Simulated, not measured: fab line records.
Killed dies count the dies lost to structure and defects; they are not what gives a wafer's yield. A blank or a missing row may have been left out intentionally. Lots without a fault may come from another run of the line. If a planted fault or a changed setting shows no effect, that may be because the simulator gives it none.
Comparing a struck lot with a sound one || flow sky130 || 21 out of 708 route steps
Sound: these wafers, L403.4, L403.5, L403.6. The struck wafers were L414.3, L414.5, L414.6. The cause is given at the end.
Order at every step that has rows: each side's tool, ch and its chambers, its first start. Under that, the readings that differ: sound wafers || struck wafers || difference of the means || sigmas: that difference in standard deviations of wafers without a fault.
alike: a reading whose means differ by less than 2 such deviations, as well as words and numbers matching on both sides. not compared: withheld readings; readings where some wafer has no value; bounds like >300 that might hide an equal value; numbers whose values overlap and for which the record gives no deviation.
A row with sigmas, a row that says differs or no value, or rows on one side alone: a step with any of these is where the two part. When numbers do not overlap yet have no deviation, they are printed without sigmas and do not part them. A reading missing from all wafers of one side parts the sides only when that side holds two or more wafers.

first, 1 step without rows for these wafers: SKY_FIELD_ISO_CVD_24 (deposits SiO2, target thk 595 nm, time 99.2 s).
SKY_FIELD_ISO_THK_MEAS_25:
  sound: film metro-03 at day 3 05:04; struck: film metro-04 at day 5 13:37
  alike: FIELD_ISO_CVD_24_THK
then, 1 step without rows for these wafers: SKY_FIELD_ISO_ANNEAL_26 (time 1800 s).
SKY_FIELD_ISO_CMP_27: polishes, stops on Si3N4, t overpolish 16 s, target thk 457.8 nm.
  sound on cmp-02 ch 1,2, day 3 06:35; struck on cmp-02 ch 0,1,3, day 5 16:03
  alike: head pressure psi, motor current A, overpolish run s, time to endpoint s
then, 5 steps without rows for these wafers: SKY_FIELD_ISO_WET_ETCH_28 (etches SiO2 in dHF, target depth 23.7 nm, time 47 s); SKY_FIELD_ISO_WET_ETCH_29 (etches Si3N4 in H3PO4, target depth 160 nm, time 1825 s); SKY_FIELD_ISO_WET_ETCH_30 (etches SiO2 in dHF, target depth 25 nm, time 50 s); SKY_NWELL_CLEAN_00 (cleans in SC1/SC2, time 150 s); SKY_NWELL_OXIDATION_01 (stabilise 600 s, purge 300 s, target thk 10 nm).
SKY_NWELL_THK_MEAS_02:
  sound: film metro-02 at day 3 10:04; struck: film metro-01 at day 5 18:17
  alike: NWELL_OXIDATION_THK
then, 2 steps without rows for these wafers: SKY_DNWELL_DEHYDRATE_00 (time 60 s); SKY_DNWELL_HMDS_01 (prime time 60 s).
SKY_DNWELL_COAT_02: resist thk 3000 nm.
  sound on litho track-01 ch 0, day 3 17:49; struck on litho track-01 ch 0, day 6 02:47
{"reading": "model.coat_of_DNWELL_COAT_02.thk nm (nm)", "sound": "3008 3004 3005", "struck": "3075 3075 3076", "difference": "+70", "sigmas": ""}
  alike: spin speed rpm
then, 3 steps without rows for these wafers: SKY_DNWELL_SOFTBAKE_03; SKY_DNWELL_EXPOSE_04 (exposes mask DNM, target cd 3000 nm); SKY_DNWELL_PEB_05.
SKY_DNWELL_DEVELOP_06: develop time 60 s.
  sound on litho track-03 ch 0; struck on litho track-03 ch 0
{"reading": "model.coat_of_DNWELL_COAT_02.thk nm (nm)", "sound": "3003 3000 3000", "struck": "3071 3071 3072", "difference": "+70", "sigmas": ""}
next, for these wafers, 1 step has no rows: SKY_DNWELL_IMPLANT_07.
SKY_DNWELL_STRIP_08: strips in O2/N2.
  sound on plasma asher-02 ch 0,1, day 4 03:07; struck on plasma asher-03 ch 0,1, day 6 12:28
{"reading": "drypump motor current A (A)", "sound": "6.4 5.7 6.4", "struck": "5.2 5.2 5.3", "difference": -0.9, "sigmas": -2}
{"reading": "strip time to endpoint s (s)", "sound": "36.99 36.96 36.98", "struck": "37.75 37.75 37.77", "difference": "+0.78", "sigmas": "+7"}
  alike: o2 flow sccm, oes product au
  not compared: rf hours counter h
SKY_DNWELL_TW_MEAS_09:
  sound: film metro-02 at day 4 03:13; struck: film metro-02 at day 6 12:34
  alike: DNWELL_TW
-- the record jumps here: 43 days lie between the struck wafers' starts before and after (it left off in module DNWELL and takes up again in module PAD_OPEN, whose first step shown is number 708 of the route) --
SKY_PAD_OPEN_PROBE_99:
  only the struck wafers here have rows in the record (prober-02, day 49 09:40); the sound ones have none

## WHERE THEY PART
Earliest at SKY_DNWELL_STRIP_08; latest, in this record, at SKY_PAD_OPEN_PROBE_99.

WHY: what had been put in by the simulator
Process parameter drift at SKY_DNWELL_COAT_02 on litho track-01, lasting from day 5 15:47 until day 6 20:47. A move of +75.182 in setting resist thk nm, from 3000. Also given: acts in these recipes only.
